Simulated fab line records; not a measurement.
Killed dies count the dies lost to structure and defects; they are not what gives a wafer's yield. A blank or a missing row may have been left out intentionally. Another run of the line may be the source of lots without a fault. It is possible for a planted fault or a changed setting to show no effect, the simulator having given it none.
Code-filled problem report in 8D (eight disciplines) form | flow sky130 | the parts of the form that need people (team, actions taken, sign-off) are left out

1. THE PROBLEM
Across 6 wafers from 2 lots, VIA2_W_RS at SKY_VIA2_RS_MEAS_22 averages 0.1548 ohm/sq, while fault-free wafers read 0.2724 ohm/sq with a standard deviation of 0.0028. That puts it -42 standard deviations away from the usual mean.
The step: measures by four-point-probe.
First seen on wafer L476.1, day 39 14:08, on film-metro-04. Wafers with a number at this step in the record: 30, from 10 lots. The rule behind "out" and "out of limits": a value lying over 4 standard deviations away from the usual mean. The other wafers with a number count as sound.

2. WHAT IT IS, WHAT IT ISN'T
question                    | is                     | is not
which readings at this step | VIA2_W_RS              | -
which lots                  | L476, L477             | L468, L470, L471, L484, L485, L486, L487, L488
which wafers of those lots  | all that have a number | -
read on which gauges        | film-metro-04          | film-metro-02, film-metro-03
when                        | from day 39 14:08      | up to then (9 sound wafers); but 15 sound wafers of L484, L485, L486, L487, L488 came after

3. SUSPECTS, AND WHAT RULES EACH OUT
Counting: a tool at a process step up to the reading stays a suspect if it ran every lot that is out and no sound lot after the first of them.
- the gauge at SKY_VIA2_RS_MEAS_22 is ruled out. All the wafers that are out were read on film-metro-04, but those of them that SKY_VIA2_CMP_24 has rows for are out there too, on other tools.
- rie-diel-01 at SKY_VIA2_ETCH_14 (etches BARC in N2/H2, stops on SiO2, time 45.9 s, target depth 60 nm): ruled out as a lasting fault. Following L476 (day 39 13:14), the first lot on it that is out, the sound lots L486, L487 were run on it.
- cvd-w-02 at SKY_VIA2_CVD_21 (deposits W, target thk 420 nm, time 126.4 s): ruled out as a lasting fault. Following L476 (day 39 14:00), the first lot on it that is out, the sound lots L485, L488, L487 were run on it.
Left after counting: nothing in the record.

4. THE CAUSE (what the simulator had put in)
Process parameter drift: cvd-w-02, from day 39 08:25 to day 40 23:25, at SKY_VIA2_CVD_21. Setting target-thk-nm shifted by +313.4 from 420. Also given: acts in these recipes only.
It was ruled out by counting, in error; the rule expects a fault to strike all lots run on its tool from its start on, and this fault did not.

5. THE CHAIN OF EFFECTS, in route order
Each row: a reading whose mean over the struck wafers that have a number lies more than 3 standard deviations from the usual. Only readings whose record carries a usual standard deviation are examined. hours: median over the lots of the time between each lot's start at the first step of this table that gives one and its start at this step. sigmas: the change, counted in usual standard deviations.
hours | step                | reading            | usual         | on struck wafers | change  | sigmas
0     | SKY_VIA2_RS_MEAS_22 | VIA2_W_RS          | 0.2724 ohm/sq | 0.1548           | -0.1176 | -42
0     | SKY_VIA2_CMP_24     | time-to-endpoint-s | 101 s         | 184              | +82     | +19
Process steps it contains:
- SKY_VIA2_CMP_24: polishes, stops on SiO2, t overpolish 20 s, target thk 0 nm.
Readings that are blank on the struck wafers while sound wafers have them: VIA2_W_THK at SKY_VIA2_THK_MEAS_23.

6. WHAT WOULD HAVE CAUGHT IT SOONER
Counted from the fault's start at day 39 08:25, it took 6 hours until the first out-of-limits reading at a measuring or inspecting step in this record, taken at day 39 14:08.
Of the tool readings at SKY_VIA2_CVD_21 for which the record gives a usual standard deviation, none was out on any struck wafer, so an alarm limit of 4 standard deviations on them would not have fired.
